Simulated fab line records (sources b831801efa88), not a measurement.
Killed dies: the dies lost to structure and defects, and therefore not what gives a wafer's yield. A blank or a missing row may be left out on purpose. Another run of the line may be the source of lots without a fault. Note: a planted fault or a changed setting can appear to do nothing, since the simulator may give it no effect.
Check of tool commonality || flow gf180mcu || 13 lots and 39 wafers in the sample

## REASON FOR OPENING
GF_V5_THK_MEAS_03, reading V5_CVD_02_THK: flagged on 2 of 13 lots. Wafers without a fault read 1445 nm, standard deviation 18.
Rule: a lot gets a flag if all its wafers with a number sit over 4 standard deviations from that mean, or if no wafer of it has a number. All remaining lots are regarded as sound.

{"lot": "L180", "measured": "day 26 22:59", "on": "film metro-04", "V5_CVD_02_THK (nm), wafer by wafer": "1431 1439 1472", "flag": ""}
{"lot": "L181", "measured": "day 27 01:39", "on": "film metro-04", "V5_CVD_02_THK (nm), wafer by wafer": "1434 1431 1460", "flag": ""}
{"lot": "L183", "measured": "day 27 16:17", "on": "film metro-02", "V5_CVD_02_THK (nm), wafer by wafer": "1463 1439 1454", "flag": ""}
{"lot": "L182", "measured": "day 27 19:10", "on": "film metro-02", "V5_CVD_02_THK (nm), wafer by wafer": "1417 1477 1468", "flag": ""}
{"lot": "L184", "measured": "day 28 01:38", "on": "film metro-01", "V5_CVD_02_THK (nm), wafer by wafer": "1409 1447 1462", "flag": ""}
{"lot": "L186", "measured": "day 28 22:35", "on": "film metro-02", "V5_CVD_02_THK (nm), wafer by wafer": "1444 1451 1450", "flag": ""}
{"lot": "L187", "measured": "day 29 06:33", "on": "film metro-02", "V5_CVD_02_THK (nm), wafer by wafer": "1421 1421 1445", "flag": ""}
{"lot": "L189", "measured": "day 29 15:28", "on": "film metro-01", "V5_CVD_02_THK (nm), wafer by wafer": "1425 1456 1461", "flag": ""}
{"lot": "L190", "measured": "day 29 20:54", "on": "film metro-01", "V5_CVD_02_THK (nm), wafer by wafer": "1421 1423 1449", "flag": ""}
{"lot": "L196", "measured": "day 31 04:07", "on": "film metro-02", "V5_CVD_02_THK (nm), wafer by wafer": "1783 1798 1826", "flag": "FLAGGED"}
{"lot": "L198", "measured": "day 31 16:55", "on": "film metro-02", "V5_CVD_02_THK (nm), wafer by wafer": "1799 1811 1827", "flag": "FLAGGED"}
{"lot": "L199", "measured": "day 32 00:42", "on": "film metro-01", "V5_CVD_02_THK (nm), wafer by wafer": "1426 1444 1430", "flag": ""}
{"lot": "L201", "measured": "day 32 11:47", "on": "film metro-02", "V5_CVD_02_THK (nm), wafer by wafer": "1466 1459 1487", "flag": ""}
On average the flagged lots' numbers are 1807 nm, which is +362 nm against the usual, or +20 standard deviations.

## LOT BY LOT: THE TOOL USED
Before the reading, the record contains 2 process steps out of a 602-step route. Read each cell as the tool, then ch plus the chambers that the sampled wafers visited, then the start.
{"lot": "L180", "flag": "", "GF_MIM_SPUTTER_01": "pvd sputter-02, day 25 03:30", "GF_V5_CVD_02": "pecvd-01 ch 1,2, day 26 22:51"}
{"lot": "L181", "flag": "", "GF_MIM_SPUTTER_01": "pvd sputter-02, day 25 05:18", "GF_V5_CVD_02": "pecvd-03 ch 1,2, day 27 01:32"}
{"lot": "L183", "flag": "", "GF_MIM_SPUTTER_01": "pvd sputter-01, day 25 21:06", "GF_V5_CVD_02": "pecvd-02 ch 0,1, day 27 16:11"}
{"lot": "L182", "flag": "", "GF_MIM_SPUTTER_01": "pvd sputter-04, day 26 00:29", "GF_V5_CVD_02": "pecvd-03 ch 0,1,2, day 27 19:04"}
{"lot": "L184", "flag": "", "GF_MIM_SPUTTER_01": "pvd sputter-01, day 26 06:26", "GF_V5_CVD_02": "pecvd-02 ch 0,1, day 28 01:31"}
{"lot": "L186", "flag": "", "GF_MIM_SPUTTER_01": "pvd sputter-04, day 27 04:41", "GF_V5_CVD_02": "pecvd-01 ch 1,2, day 28 22:28"}
{"lot": "L187", "flag": "", "GF_MIM_SPUTTER_01": "pvd sputter-04, day 27 14:31", "GF_V5_CVD_02": "pecvd-03 ch 0,1, day 29 06:26"}
{"lot": "L189", "flag": "", "GF_MIM_SPUTTER_01": "pvd sputter-02, day 27 23:04", "GF_V5_CVD_02": "pecvd-03 ch 1,2, day 29 15:22"}
{"lot": "L190", "flag": "", "GF_MIM_SPUTTER_01": "pvd sputter-01, day 28 05:18", "GF_V5_CVD_02": "pecvd-03 ch 1,2, day 29 20:48"}
{"lot": "L196", "flag": "FLAGGED", "GF_MIM_SPUTTER_01": "pvd sputter-04, day 29 13:42", "GF_V5_CVD_02": "pecvd-01 ch 0,1, day 31 03:59"}
{"lot": "L198", "flag": "FLAGGED", "GF_MIM_SPUTTER_01": "pvd sputter-01, day 30 02:26", "GF_V5_CVD_02": "pecvd-01 ch 1,2, day 31 16:48"}
{"lot": "L199", "flag": "", "GF_MIM_SPUTTER_01": "pvd sputter-02, day 30 11:28", "GF_V5_CVD_02": "pecvd-02 ch 0,1,2, day 32 00:35"}
{"lot": "L201", "flag": "", "GF_MIM_SPUTTER_01": "pvd sputter-04, day 31 00:04", "GF_V5_CVD_02": "pecvd-02 ch 0,2, day 32 11:40"}
What the steps here do:
- GF_MIM_SPUTTER_01: material TiN, target thk 30 nm, time 25 s.
- GF_V5_CVD_02: deposits SiO2 from TEOS, target thk 1450 nm, time 163.28 s.
- GF_V5_THK_MEAS_03

## FLAGGED AGAINST TOTAL, ONE TOOL AT A TIME (gauges that did the reading follow at the end)
{"step": "GF_MIM_SPUTTER_01", "tool": "pvd sputter-01", "lots run": 4, "flagged": 1, "share of the flagged lots": "some", "sound lots run after its first flagged lot": 0}
{"step": "GF_MIM_SPUTTER_01", "tool": "pvd sputter-02", "lots run": 4, "flagged": 0, "share of the flagged lots": "none", "sound lots run after its first flagged lot": "-"}
{"step": "GF_MIM_SPUTTER_01", "tool": "pvd sputter-04", "lots run": 5, "flagged": 1, "share of the flagged lots": "some", "sound lots run after its first flagged lot": "1 (L201)"}
{"step": "GF_V5_CVD_02", "tool": "pecvd-01", "lots run": 4, "flagged": 2, "share of the flagged lots": "all", "sound lots run after its first flagged lot": 0}
{"step": "GF_V5_CVD_02", "tool": "pecvd-02", "lots run": 4, "flagged": 0, "share of the flagged lots": "none", "sound lots run after its first flagged lot": "-"}
{"step": "GF_V5_CVD_02", "tool": "pecvd-03", "lots run": 5, "flagged": 0, "share of the flagged lots": "none", "sound lots run after its first flagged lot": "-"}
{"step": "GF_V5_THK_MEAS_03", "tool": "film metro-01", "lots run": 4, "flagged": 0, "share of the flagged lots": "none", "sound lots run after its first flagged lot": "-"}
{"step": "GF_V5_THK_MEAS_03", "tool": "film metro-02", "lots run": 7, "flagged": 2, "share of the flagged lots": "all", "sound lots run after its first flagged lot": "1 (L201)"}
{"step": "GF_V5_THK_MEAS_03", "tool": "film metro-04", "lots run": 2, "flagged": 0, "share of the flagged lots": "none", "sound lots run after its first flagged lot": "-"}

## WHAT THE TABLE PERMITS
pecvd-01 at GF_V5_CVD_02 and film metro-02 at GF_V5_THK_MEAS_03 are the 2 rows of the table that ran each flagged lot.
- pecvd-01 at GF_V5_CVD_02: 2 of its 4 lots flagged. Last sound lot L186 at day 28 22:28, first flagged lot L196 at day 31 03:59; a fault beginning in between fits.
- film metro-02 at GF_V5_THK_MEAS_03: 2 of its 7 lots flagged. Lots that were sound ran on it after the first flagged one (L201); a persistent fault on the entire tool would not allow that.
Just one tool remains: pecvd-01 at GF_V5_CVD_02.

## WHAT HAD BEEN PUT IN BY THE SIMULATOR
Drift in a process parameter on pecvd-01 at GF_V5_CVD_02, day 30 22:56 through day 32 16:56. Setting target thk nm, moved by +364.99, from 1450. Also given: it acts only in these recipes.
Shown lots that were struck: L196, L198. The rule given above showed the same thing.
